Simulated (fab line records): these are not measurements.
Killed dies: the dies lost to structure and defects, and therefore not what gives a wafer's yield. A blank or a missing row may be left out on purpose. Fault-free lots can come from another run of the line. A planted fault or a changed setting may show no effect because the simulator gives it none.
fab line records	flow sky130
record lots=24	wafers=72	last_day=50
route steps=708 shown FIELD_ISO@15 CONTACT@424 METAL2@485 METAL4@598
lots untouched by any fault: they come from a run of this same line in which no faults occurred
start_h: the number of hours between the record's first day and the start of the first shown wafer of the lot	wait_h: hours since the lot's step before	" identical to the entry in the row above	L1.1+2: a single row standing in for several wafers	- no value, or no start given	* or withheld: withheld	< > ~ a bound
route shown NAME@n: a module of which the file shows steps, and the number in the route of the first	usual: mean and standard deviation over wafers with no fault	same: alike in all rows	chamber/n: place in a boat	sites: readings site by site	_std_site: the values' standard deviation	_edge_site: mean of outer sites minus mean of inner sites	radius_mm: for every site, how far away it sits from the centre of the wafer	mask NAME#n: copy n	behind: the tool/chamber that last shaped the wafer	hold: reason for holding the lot/hours on hold/outcome of the hold	device: names the non-switching transistor (n, p or np)	end of line: the tests these same wafers got at the end of their route	where a step has no rows: the recipe by itself	killed: count of dies lost to structure and defects at first sort (not the wafer's yield)	map: a wafer's dies, marking killed ones x, the rest . and places with no die _
set.NAME: the setting that was run; set.NAME@STEP: the one run at that earlier step	model.NAME: the simulator's own value behind a step, which no gauge read
the route's steps for a sample of lots (tables are steps, rows are wafers)
services: from which hour (start_h, from the record's first day; less than 0 if before it) a tool's chamber was out of use, for how many hours, and why
## steps
# step SKY_FIELD_ISO_ETCH_14
# recipe chemistry=N2/H2	target=BARC	ion_energy_ev=200	source_w=500	bias_w=100	pressure_mtorr=30	n2_flow_sccm=100	h2_flow_sccm=200	stop_on=SiO2	time_s=45.9	target_depth_a=600
# usual drypump_motor_current_A=5.6/0.48	oes_product_au=0.855/0.0048	throttle_valve_pct=13.226/0.0091
lot.wafer	tool	chamber	start_h	wait_h	drypump_motor_current_A	oes_product_au	rf_hours_counter_h	throttle_valve_pct
L074.1	rie_diel-02	2	29.06	0.1	5.1	0.857	69	13.234
L074.3	"	3	"	"	6.2	0.848	78	13.217
L074.4	"	2	"	"	5.1	0.846	-	13.228
L075.1	rie_diel-01	0	37.08	0.1	5.4	0.856	130	13.225
L075.5	"	0	"	"	5.5	0.857	-	13.239
L075.6	"	3	"	"	5.0	0.854	-	13.229
L076.1	rie_diel-02	3	42.17	0.1	6.2	0.858	79	13.242
L076.3	"	2	"	"	5.1	0.856	69	13.211
L076.5	"	0	"	"	5.0	0.859	-	13.212
L077.1	rie_diel-01	2	47.03	0.1	6.2	0.843	3	13.205
L077.2	"	0	"	"	5.4	0.852	130	13.226
L077.3	"	3	"	"	4.9	0.848	131	13.208
L078.2	rie_diel-01	2	54.13	0.1	6.2	0.854	3	13.204
L078.5	"	0	"	"	5.4	0.845	-	13.212
L078.6	"	1	"	"	5.3	0.853	-	13.225
L079.2	rie_diel-03	2	55.80	0.1	6.2	0.856	35	13.230
L079.4	"	0	"	"	5.1	0.857	23	13.236
L079.6	"	3	"	"	6.1	0.851	-	13.234
L080.2	rie_diel-01	3	59.85	0.1	4.9	0.854	131	13.228
L080.3	"	2	"	"	6.1	0.852	3	13.228
L080.6	"	2	"	"	6.2	0.852	-	13.208
L081.2	rie_diel-02	3	65.53	0.1	6.2	0.855	79	13.227
L081.5	"	0	"	"	5.0	0.862	-	13.237
L081.6	"	1	"	"	5.8	0.864	-	13.216
L082.3	rie_diel-01	3	71.10	0.1	5.0	0.862	131	13.220
L082.5	"	2	"	"	6.2	0.858	-	13.221
L082.6	"	3	"	"	5.0	0.857	-	13.215
L083.2	rie_diel-02	2	76.81	0.1	5.2	0.856	70	13.223
L083.5	"	3	"	"	6.2	0.857	-	13.228
L083.6	"	2	"	"	5.1	0.852	-	13.231
L084.4	rie_diel-03	0	80.01	0.0	5.1	0.855	23	13.224
L084.5	"	1	"	"	6.1	0.854	-	13.232
L084.6	"	0	"	"	5.1	0.856	-	13.218
L085.2	rie_diel-02	3	85.68	0.1	6.2	0.858	80	13.222
L085.3	"	0	"	"	5.0	0.858	68	13.237
L085.6	"	1	"	"	5.8	0.855	-	13.225
L086.1	rie_diel-03	2	92.01	0.1	6.2	0.857	36	13.243
L086.2	"	0	"	"	5.1	0.855	24	13.212
L086.3	"	3	"	"	6.1	0.859	25	13.237
L087.1	rie_diel-01	3	97.49	0.1	4.9	0.855	132	13.237
L087.3	"	2	"	"	6.2	0.852	3	13.211
L087.6	"	0	"	"	5.5	0.853	-	13.232
L088.1	rie_diel-03	3	102.43	0.1	6.1	0.856	25	13.231
L088.2	"	2	"	"	6.2	0.859	36	13.244
L088.4	"	1	"	"	6.1	0.848	126	13.242
L089.2	rie_diel-01	0	107.06	0.1	5.4	0.857	131	13.219
L089.3	"	1	"	"	5.3	0.861	148	13.230
L089.6	"	0	"	"	5.4	0.858	-	13.236
L090.1	rie_diel-01	2	114.61	0.1	6.2	0.856	4	13.223
L090.5	"	3	"	"	5.0	0.846	-	13.210
L090.6	"	2	"	"	6.2	0.851	-	13.224
L091.1	rie_diel-02	3	117.58	0.1	6.2	0.865	80	13.223
L091.2	"	2	"	"	5.1	0.858	71	13.220
L091.4	"	1	"	"	5.8	0.859	1	13.207
L092.3	rie_diel-03	2	123.78	0.1	6.2	0.861	36	13.238
L092.4	"	3	"	"	6.1	0.852	25	13.236
L092.5	"	1	"	"	6.1	0.856	-	13.232
L093.1	rie_diel-02	3	128.93	0.1	6.2	0.859	81	13.213
L093.5	"	2	"	"	5.1	0.852	-	13.236
L093.6	"	3	"	"	6.2	0.856	-	13.216
L094.3	rie_diel-02	3	133.03	0.1	6.2	0.854	81	13.225
L094.5	"	2	"	"	5.1	0.849	-	13.219
L094.6	"	1	"	"	5.8	0.862	-	13.226
L095.2	rie_diel-02	0	140.03	0.1	5.0	0.862	69	13.228
L095.4	"	3	"	"	6.2	0.858	81	13.236
L095.5	"	3	"	"	6.2	0.855	-	13.241
L096.4	rie_diel-01	2	145.56	0.0	6.2	0.864	4	13.236
L096.5	"	2	"	"	6.2	0.852	-	13.225
L096.6	"	1	"	"	5.3	0.854	-	13.235
L097.1	rie_diel-02	1	151.33	0.1	5.8	0.857	2	13.225
L097.5	"	3	"	"	6.2	0.848	-	13.242
L097.6	"	0	"	"	5.0	0.858	-	13.205
# step SKY_CONTACT_ETCH_18
# recipe target=Si3N4	chemistry=CHF3/O2	stop_on=TiN	source_w=600	bias_w=200	pressure_mtorr=40	chf3_flow_sccm=50	O2_flow_sccm=5	time_s=39	target_depth_a=750
# usual drypump_motor_current_A=5.7/0.45	oes_product_au=0.855/0.0088	throttle_valve_pct=8.794/0.0089
lot.wafer	tool	chamber	start_h	wait_h	drypump_motor_current_A	oes_product_au	rf_hours_counter_h	throttle_valve_pct
L074.1	rie_diel-04	3	-	-	6.1	0.855	17	8.794
L074.3	"	2	"	"	5.2	0.857	32	8.795
L074.4	"	1	"	"	5.7	0.846	4	8.798
L075.1	rie_diel-03	0	-	-	5.1	0.844	38	8.792
L075.5	"	0	"	"	5.1	0.855	-	8.795
L075.6	"	1	"	"	6.1	0.854	-	8.800
L076.1	rie_diel-02	1	-	-	5.7	0.851	15	8.794
L076.3	"	3	"	"	6.1	0.859	5	8.785
L076.5	"	3	"	"	6.2	0.859	-	8.794
L077.1	rie_diel-02	1	-	-	5.8	0.859	15	8.787
L077.2	"	0	"	"	5.0	0.844	5	8.800
L077.3	"	3	"	"	6.2	0.843	5	8.797
L078.2	rie_diel-03	2	-	-	6.2	0.846	0	8.791
L078.5	"	1	"	"	6.1	0.858	-	8.799
L078.6	"	2	"	"	6.1	0.865	-	8.806
L079.2	rie_diel-03	2	-	-	6.2	0.863	1	8.789
L079.4	"	0	"	"	5.1	0.874	40	8.798
L079.6	"	1	"	"	6.1	0.873	-	8.804
L080.2	rie_diel-03	0	-	-	5.1	0.859	40	8.787
L080.3	"	3	"	"	6.1	0.867	41	8.796
L080.6	"	2	"	"	6.2	0.871	-	8.799
L081.2	rie_diel-03	1	-	-	6.1	0.840	11	8.786
L081.5	"	1	"	"	6.1	0.858	-	8.789
L081.6	"	2	"	"	6.1	0.856	-	8.780
L082.3	rie_diel-03	1	-	-	6.1	0.835	12	8.784
L082.5	"	0	"	"	5.1	0.864	-	8.821
L082.6	"	2	"	"	6.2	0.857	-	8.787
L083.2	rie_diel-02	1	-	-	5.8	0.857	17	8.811
L083.5	"	2	"	"	5.1	0.849	-	8.799
L083.6	"	3	"	"	6.2	0.851	-	8.789
L084.4	rie_diel-03	1	-	-	6.1	0.871	-	8.800
L084.5	"	2	"	"	6.2	0.871	-	8.795
L084.6	"	0	"	"	5.1	0.857	-	8.786
L085.2	rie_diel-02	2	-	-	5.1	0.856	5	8.795
L085.3	"	1	"	"	5.8	0.860	18	8.789
L085.6	"	2	"	"	5.1	0.868	-	8.801
L086.1	rie_diel-03	1	-	-	6.1	0.841	13	8.766
L086.2	"	2	"	"	6.2	0.839	3	8.789
L086.3	"	3	"	"	6.0	0.849	1	8.807
L089.2	rie_diel-02	3	-	-	6.2	0.850	9	8.791
L089.3	"	0	"	"	5.0	0.868	9	8.806
L089.6	"	3	"	"	6.2	0.864	-	8.802
L087.1	rie_diel-02	3	-	-	6.2	0.845	9	8.803
L087.3	"	2	"	"	5.1	0.844	7	8.772
L087.6	"	2	"	"	5.1	0.871	-	8.791
L088.1	rie_diel-04	2	-	-	5.2	0.844	1	8.781
L088.2	"	3	"	"	6.1	0.846	19	8.787
L088.4	"	0	"	"	6.0	0.857	6	8.784
L090.1	rie_diel-03	1	-	-	6.1	0.842	15	8.781
L090.5	"	1	"	"	6.1	0.859	-	8.792
L090.6	"	2	"	"	6.2	0.858	-	8.791
L091.1	rie_diel-04	0	-	-	6.0	0.853	6	8.796
L091.2	"	1	"	"	5.7	0.848	6	8.787
L091.4	"	3	"	"	6.1	0.851	19	8.799
L092.3	rie_diel-02	2	-	-	5.1	0.849	8	8.788
L092.4	"	1	"	"	5.8	0.862	19	8.791
L092.5	"	1	"	"	5.8	0.862	-	8.785
L093.1	rie_diel-04	1	-	-	5.7	0.845	7	8.792
L093.5	"	0	"	"	6.0	0.867	-	8.798
L093.6	"	3	"	"	6.1	0.862	-	8.795
L094.3	rie_diel-04	3	-	-	6.1	0.850	20	8.801
L094.5	"	3	"	"	6.1	0.847	-	8.800
L094.6	"	0	"	"	6.0	0.856	-	8.804
L095.2	rie_diel-03	0	-	-	5.1	0.846	2	8.803
L095.4	"	3	"	"	6.1	0.855	3	8.778
L095.5	"	0	"	"	5.1	0.856	-	8.795
L096.4	rie_diel-03	3	-	-	6.1	0.858	3	8.787
L096.5	"	3	"	"	6.1	0.858	-	8.806
L096.6	"	0	"	"	5.1	0.853	-	8.798
L097.1	rie_diel-03	1	-	-	6.1	0.855	17	8.789
L097.5	"	2	"	"	6.2	0.847	-	8.773
L097.6	"	3	"	"	6.1	0.852	-	8.799
# step SKY_METAL2_SPUTTER_02
# recipe material=AlCu	target_thk_nm=250	power_w=10600	time_s=13.3	chamber_pressure_pa=0.4
# usual throttle_valve_pct=29.4/0.66
lot.wafer	tool	chamber	start_h	wait_h	throttle_valve_pct
L074.1	pvd_sputter-01	-	802.28	0.0	28.4
L074.3	"	-	"	"	28.7
L074.4	"	-	"	"	30.2
L075.1	pvd_sputter-03	-	803.83	0.0	28.6
L075.5	"	-	"	"	28.7
L075.6	"	-	"	"	29.8
L076.1	pvd_sputter-03	-	810.03	0.0	28.9
L076.3	"	-	"	"	29.6
L076.5	"	-	"	"	28.7
L077.1	pvd_sputter-01	-	821.06	0.0	28.6
L077.2	"	-	"	"	28.6
L077.3	"	-	"	"	30.8
L078.2	pvd_sputter-03	-	833.30	0.0	28.9
L078.5	"	-	"	"	29.2
L078.6	"	-	"	"	29.7
L079.2	pvd_sputter-03	-	836.91	0.0	29.1
L079.4	"	-	"	"	29.4
L079.6	"	-	"	"	29.6
L080.2	pvd_sputter-04	-	837.35	0.0	29.1
L080.3	"	-	"	"	29.0
L080.6	"	-	"	"	29.1
L081.2	pvd_sputter-04	-	847.45	0.0	29.2
L081.5	"	-	"	"	28.9
L081.6	"	-	"	"	29.4
L082.3	pvd_sputter-04	-	857.78	0.0	29.1
L082.5	"	-	"	"	29.0
L082.6	"	-	"	"	29.1
L083.2	pvd_sputter-04	-	863.94	0.0	29.3
L083.5	"	-	"	"	28.8
L083.6	"	-	"	"	29.6
L084.4	pvd_sputter-01	-	870.57	0.0	29.0
L084.5	"	-	"	"	28.8
L084.6	"	-	"	"	28.6
L085.2	pvd_sputter-01	-	875.13	0.0	30.6
L085.3	"	-	"	"	28.5
L085.6	"	-	"	"	28.9
L086.1	pvd_sputter-03	-	881.77	0.0	28.7
L086.2	"	-	"	"	28.5
L086.3	"	-	"	"	29.2
L089.2	pvd_sputter-01	-	922.13	0.0	30.5
L089.3	"	-	"	"	28.7
L089.6	"	-	"	"	30.6
L087.1	pvd_sputter-03	-	924.18	0.0	29.6
L087.3	"	-	"	"	28.7
L087.6	"	-	"	"	28.9
L088.1	pvd_sputter-04	-	924.41	0.0	30.1
L088.2	"	-	"	"	29.0
L088.4	"	-	"	"	29.2
L090.1	pvd_sputter-01	-	925.14	0.0	30.5
L090.5	"	-	"	"	30.2
L090.6	"	-	"	"	30.8
L091.1	pvd_sputter-04	-	925.44	0.0	29.3
L091.2	"	-	"	"	29.1
L091.4	"	-	"	"	30.3
L092.3	pvd_sputter-01	-	927.87	0.0	29.8
L092.4	"	-	"	"	28.5
L092.5	"	-	"	"	28.4
L093.1	pvd_sputter-03	-	932.16	0.0	29.1
L093.5	"	-	"	"	29.6
L093.6	"	-	"	"	28.7
L094.3	pvd_sputter-04	-	936.37	0.0	30.1
L094.5	"	-	"	"	30.3
L094.6	"	-	"	"	29.3
L095.2	pvd_sputter-01	-	951.76	0.0	28.7
L095.4	"	-	"	"	30.2
L095.5	"	-	"	"	30.1
L096.4	pvd_sputter-04	-	958.32	0.0	30.3
L096.5	"	-	"	"	29.5
L096.6	"	-	"	"	29.0
L097.1	pvd_sputter-01	-	966.84	0.0	28.6
L097.5	"	-	"	"	30.3
L097.6	"	-	"	"	28.6
# step SKY_METAL2_RS_MEAS_05
# recipe thk_meas_gauge=four-point-probe	reads=TiN_of_METAL2_SPUTTER_04+Ti_of_METAL2_SPUTTER_03+AlCu_of_METAL2_SPUTTER_02+TiN_of_METAL2_SPUTTER_01+Ti_of_METAL2_SPUTTER_00
# usual METAL2_ALCU_RS=0.1269/0.0018
lot.wafer	tool	chamber	start_h	wait_h	METAL2_ALCU_RS[ohm/sq]
L074.1	film_metro-02	-	802.37	0.0	0.1287
L074.3	"	-	"	"	0.1257
L074.4	"	-	"	"	0.1279
L075.1	film_metro-04	-	803.92	0.0	0.1279
L075.5	"	-	"	"	0.1285
L075.6	"	-	"	"	0.1283
L076.1	film_metro-04	-	810.13	0.0	0.1311
L076.3	"	-	"	"	0.1268
L076.5	"	-	"	"	0.1273
L077.1	film_metro-04	-	821.15	0.0	0.1256
L077.2	"	-	"	"	0.1280
L077.3	"	-	"	"	0.1263
L078.2	film_metro-03	-	833.42	0.0	0.1265
L078.5	"	-	"	"	0.1288
L078.6	"	-	"	"	0.1255
L079.2	film_metro-04	-	837.02	0.0	0.1280
L079.4	"	-	"	"	0.1245
L079.6	"	-	"	"	0.1243
L080.2	film_metro-02	-	837.47	0.0	0.1241
L080.3	"	-	"	"	0.1289
L080.6	"	-	"	"	0.1239
L081.2	film_metro-04	-	847.56	0.0	0.1303
L081.5	"	-	"	"	0.1254
L081.6	"	-	"	"	0.1276
L082.3	film_metro-02	-	857.91	0.1	0.1270
L082.5	"	-	"	"	0.1290
L082.6	"	-	"	"	0.1255
L083.2	film_metro-02	-	864.05	0.0	0.1306
L083.5	"	-	"	"	0.1274
L083.6	"	-	"	"	0.1285
L084.4	film_metro-02	-	870.72	0.1	0.1246
L084.5	"	-	"	"	0.1251
L084.6	"	-	"	"	0.1257
L085.2	film_metro-02	-	875.25	0.0	0.1260
L085.3	"	-	"	"	0.1249
L085.6	"	-	"	"	0.1245
L086.1	film_metro-03	-	881.86	0.0	0.1257
L086.2	"	-	"	"	0.1270
L086.3	"	-	"	"	0.1278
L089.2	film_metro-03	-	922.25	0.0	0.1267
L089.3	"	-	"	"	0.1261
L089.6	"	-	"	"	0.1264
L087.1	film_metro-02	-	924.27	0.0	0.1234
L087.3	"	-	"	"	0.1266
L087.6	"	-	"	"	0.1259
L088.1	film_metro-04	-	924.50	0.0	0.1250
L088.2	"	-	"	"	0.1259
L088.4	"	-	"	"	0.1291
L090.1	film_metro-02	-	925.24	0.0	0.1260
L090.5	"	-	"	"	0.1272
L090.6	"	-	"	"	0.1248
L091.1	film_metro-03	-	925.54	0.0	0.1293
L091.2	"	-	"	"	0.1289
L091.4	"	-	"	"	0.1281
L092.3	film_metro-04	-	928.00	0.1	0.1274
L092.4	"	-	"	"	0.1268
L092.5	"	-	"	"	0.1266
L093.1	film_metro-03	-	932.25	0.0	0.1262
L093.5	"	-	"	"	0.1236
L093.6	"	-	"	"	0.1263
L094.3	film_metro-02	-	936.50	0.1	0.1294
L094.5	"	-	"	"	0.1281
L094.6	"	-	"	"	0.1321
L095.2	film_metro-02	-	951.88	0.0	0.1261
L095.4	"	-	"	"	0.1275
L095.5	"	-	"	"	0.1276
L096.4	film_metro-02	-	958.46	0.1	0.1266
L096.5	"	-	"	"	0.1277
L096.6	"	-	"	"	0.1281
L097.1	film_metro-02	-	966.93	0.0	0.1257
L097.5	"	-	"	"	0.1253
L097.6	"	-	"	"	0.1253
# step SKY_METAL4_SPUTTER_00
# recipe material=Ti	target_thk_nm=15	power_w=3000	time_s=10	chamber_pressure_pa=0.4
# usual throttle_valve_pct=29.7/0.81
lot.wafer	tool	chamber	start_h	wait_h	throttle_valve_pct
L074.1	pvd_sputter-02	-	937.55	0.1	30.5
L074.3	"	-	"	"	30.9
L074.4	"	-	"	"	30.8
L075.1	pvd_sputter-02	-	939.37	0.2	30.8
L075.5	"	-	"	"	30.8
L075.6	"	-	"	"	30.6
L076.1	pvd_sputter-01	-	944.82	0.2	28.7
L076.3	"	-	"	"	30.0
L076.5	"	-	"	"	28.8
L077.1	pvd_sputter-02	-	955.95	0.1	29.5
L077.2	"	-	"	"	30.9
L077.3	"	-	"	"	30.8
L078.2	pvd_sputter-02	-	965.93	0.2	29.2
L078.5	"	-	"	"	30.4
L078.6	"	-	"	"	29.2
L079.2	pvd_sputter-01	-	970.52	0.1	30.2
L079.4	"	-	"	"	29.0
L079.6	"	-	"	"	28.7
L080.2	pvd_sputter-02	-	971.34	0.2	30.8
L080.3	"	-	"	"	30.7
L080.6	"	-	"	"	30.6
L081.2	pvd_sputter-01	-	981.76	0.2	30.7
L081.5	"	-	"	"	28.3
L081.6	"	-	"	"	28.9
L082.3	pvd_sputter-01	-	987.45	0.1	30.2
L082.5	"	-	"	"	28.9
L082.6	"	-	"	"	30.4
L083.2	pvd_sputter-02	-	997.24	0.2	30.7
L083.5	"	-	"	"	30.3
L083.6	"	-	"	"	30.6
L084.4	pvd_sputter-02	-	1002.31	0.2	30.6
L084.5	"	-	"	"	29.3
L084.6	"	-	"	"	30.3
L085.2	pvd_sputter-02	-	1006.76	0.1	29.8
L085.3	"	-	"	"	30.9
L085.6	"	-	"	"	30.1
L086.1	pvd_sputter-01	-	1012.72	0.1	30.6
L086.2	"	-	"	"	28.9
L086.3	"	-	"	"	30.1
L089.2	pvd_sputter-03	-	1048.96	0.1	28.8
L089.3	"	-	"	"	29.7
L089.6	"	-	"	"	28.8
L087.1	pvd_sputter-03	-	1052.00	0.2	28.8
L087.3	"	-	"	"	29.0
L087.6	"	-	"	"	29.2
L088.1	pvd_sputter-03	-	1052.60	0.1	29.8
L088.2	"	-	"	"	28.7
L088.4	"	-	"	"	28.8
L090.1	pvd_sputter-01	-	1052.87	0.1	29.9
L090.5	"	-	"	"	28.7
L090.6	"	-	"	"	29.9
L091.1	pvd_sputter-01	-	1054.22	0.1	30.0
L091.2	"	-	"	"	29.0
L091.4	"	-	"	"	28.8
L092.3	pvd_sputter-03	-	1054.82	0.1	29.2
L092.4	"	-	"	"	28.5
L092.5	"	-	"	"	29.2
L093.1	pvd_sputter-03	-	1056.26	0.2	28.9
L093.5	"	-	"	"	29.2
L093.6	"	-	"	"	29.7
L094.3	pvd_sputter-01	-	1060.11	0.2	28.7
L094.5	"	-	"	"	28.5
L094.6	"	-	"	"	30.7
L095.2	pvd_sputter-01	-	1078.27	0.2	30.2
L095.4	"	-	"	"	28.7
L095.5	"	-	"	"	30.6
L096.4	pvd_sputter-03	-	1081.05	0.1	28.5
L096.5	"	-	"	"	29.8
L096.6	"	-	"	"	28.8
L097.1	pvd_sputter-01	-	1087.77	0.1	30.4
L097.5	"	-	"	"	30.6
L097.6	"	-	"	"	30.1
# step SKY_METAL4_ETCH_17
# recipe target=SiO2	stop_on=TiN	chemistry=C4F8/O2/Ar	source_w=1500	bias_w=1200	pressure_mtorr=40	c4f8_flow_sccm=withheld	O2_flow_sccm=6	Ar_flow_sccm=300	time_s=3.9	target_depth_a=150
# usual oes_product_au=0.755/0.0081
lot.wafer	tool	chamber	start_h	wait_h	oes_product_au	rf_hours_counter_h
L074.1	rie_diel-04	2	987.45	0.1	0.755	3
L074.3	"	3	"	"	0.746	22
L074.4	"	1	"	"	0.759	10
L075.1	rie_diel-04	3	989.55	0.1	0.746	22
L075.5	"	2	"	"	0.759	-
L075.6	"	1	"	"	0.763	-
L076.1	rie_diel-03	2	993.15	0.1	0.739	9
L076.3	"	3	"	"	0.766	6
L076.5	"	3	"	"	0.763	-
L077.1	rie_diel-01	2	1005.10	0.1	0.753	21
L077.2	"	1	"	"	0.754	16
L077.3	"	3	"	"	0.758	15
L078.2	rie_diel-03	2	1014.95	0.1	0.756	9
L078.5	"	3	"	"	0.758	-
L078.6	"	0	"	"	0.756	-
L079.2	rie_diel-03	2	1019.95	0.1	0.766	10
L079.4	"	3	"	"	0.768	-
L079.6	"	2	"	"	0.756	-
L080.2	rie_diel-04	1	1020.10	0.1	0.737	10
L080.3	"	0	"	"	0.744	10
L080.6	"	2	"	"	0.761	-
L081.2	rie_diel-04	2	1029.90	0.1	0.746	5
L081.5	"	1	"	"	0.758	-
L081.6	"	2	"	"	0.760	-
L082.3	rie_diel-03	0	1035.45	0.0	0.740	6
L082.5	"	1	"	"	0.760	-
L082.6	"	2	"	"	0.755	-
L083.2	rie_diel-04	0	1044.15	0.1	0.759	11
L083.5	"	3	"	"	0.764	-
L083.6	"	0	"	"	0.757	-
L084.4	rie_diel-03	2	1050.10	0.0	0.755	11
L084.5	"	0	"	"	0.747	-
L084.6	"	1	"	"	0.754	-
L085.2	rie_diel-01	2	1054.00	0.1	0.767	23
L085.3	"	1	"	"	0.766	18
L085.6	"	3	"	"	0.758	-
L086.1	rie_diel-03	1	1059.60	0.1	0.750	21
L086.2	"	0	"	"	0.748	7
L086.3	"	2	"	"	0.746	11
L089.2	rie_diel-03	0	1094.10	0.1	0.751	8
L089.3	"	3	"	"	0.747	9
L089.6	"	1	"	"	0.760	-
L087.1	rie_diel-01	3	1095.95	0.1	0.754	17
L087.3	"	0	"	"	0.756	16
L087.6	"	3	"	"	0.766	-
L088.1	rie_diel-04	1	1096.90	0.1	0.748	13
L088.2	"	0	"	"	0.748	13
L088.4	"	2	"	"	0.747	7
L090.1	rie_diel-01	0	1098.10	0.1	0.747	16
L090.5	"	3	"	"	0.744	-
L090.6	"	1	"	"	0.765	-
L091.1	rie_diel-01	0	1098.80	0.1	0.757	17
L091.2	"	1	"	"	0.742	19
L091.4	"	0	"	"	0.761	-
L092.3	rie_diel-03	1	1099.29	0.0	0.757	22
L092.4	"	2	"	"	0.765	12
L092.5	"	1	"	"	0.754	-
L093.1	rie_diel-01	0	1099.85	0.1	0.757	17
L093.5	"	0	"	"	0.760	-
L093.6	"	3	"	"	0.753	-
L094.3	rie_diel-03	0	1104.30	0.0	0.770	8
L094.5	"	1	"	"	0.762	-
L094.6	"	0	"	"	0.764	-
L095.2	rie_diel-01	3	1120.88	0.1	0.751	18
L095.4	"	2	"	"	0.759	0
L095.5	"	3	"	"	0.745	-
L096.4	rie_diel-03	2	1123.00	0.0	0.758	13
L096.5	"	0	"	"	0.760	-
L096.6	"	1	"	"	0.764	-
L097.1	rie_diel-03	0	1128.78	0.2	0.753	9
L097.5	"	2	"	"	0.750	-
L097.6	"	1	"	"	0.755	-
## services
tool	chamber	start_h	hours	kind
rie_diel-03	-	37.62	2.8	pm
rie_diel-03	0	41.51	12.1	repair
rie_diel-02	0	53.17	9.3	repair
rie_diel-03	1	74.15	5.0	repair
pvd_sputter-01	-	86.17	4.2	repair
pvd_sputter-01	-	146.09	0.6	repair
pvd_sputter-01	-	155.98	2.6	repair
pvd_sputter-01	-	259.69	0.7	repair
rie_diel-03	-	306.43	0.4	repair
pvd_sputter-01	-	401.24	4.8	repair
rie_diel-03	3	403.98	10.1	repair
rie_diel-03	1	409.76	4.0	repair
rie_diel-03	1	502.57	5.8	repair
pvd_sputter-01	-	663.55	0.8	repair
pvd_sputter-01	-	718.03	0.7	repair
pvd_sputter-01	-	721.14	5.0	repair
rie_diel-03	0	835.04	3.9	repair
pvd_sputter-01	-	940.61	2.3	repair
rie_diel-03	1	940.67	9.6	repair
pvd_sputter-01	-	973.89	1.5	repair
pvd_sputter-01	-	995.95	2.8	repair
rie_diel-03	0	1019.79	7.0	repair
pvd_sputter-01	-	1038.65	2.2	repair
pvd_sputter-01	-	1070.57	0.9	repair
## key
fault none
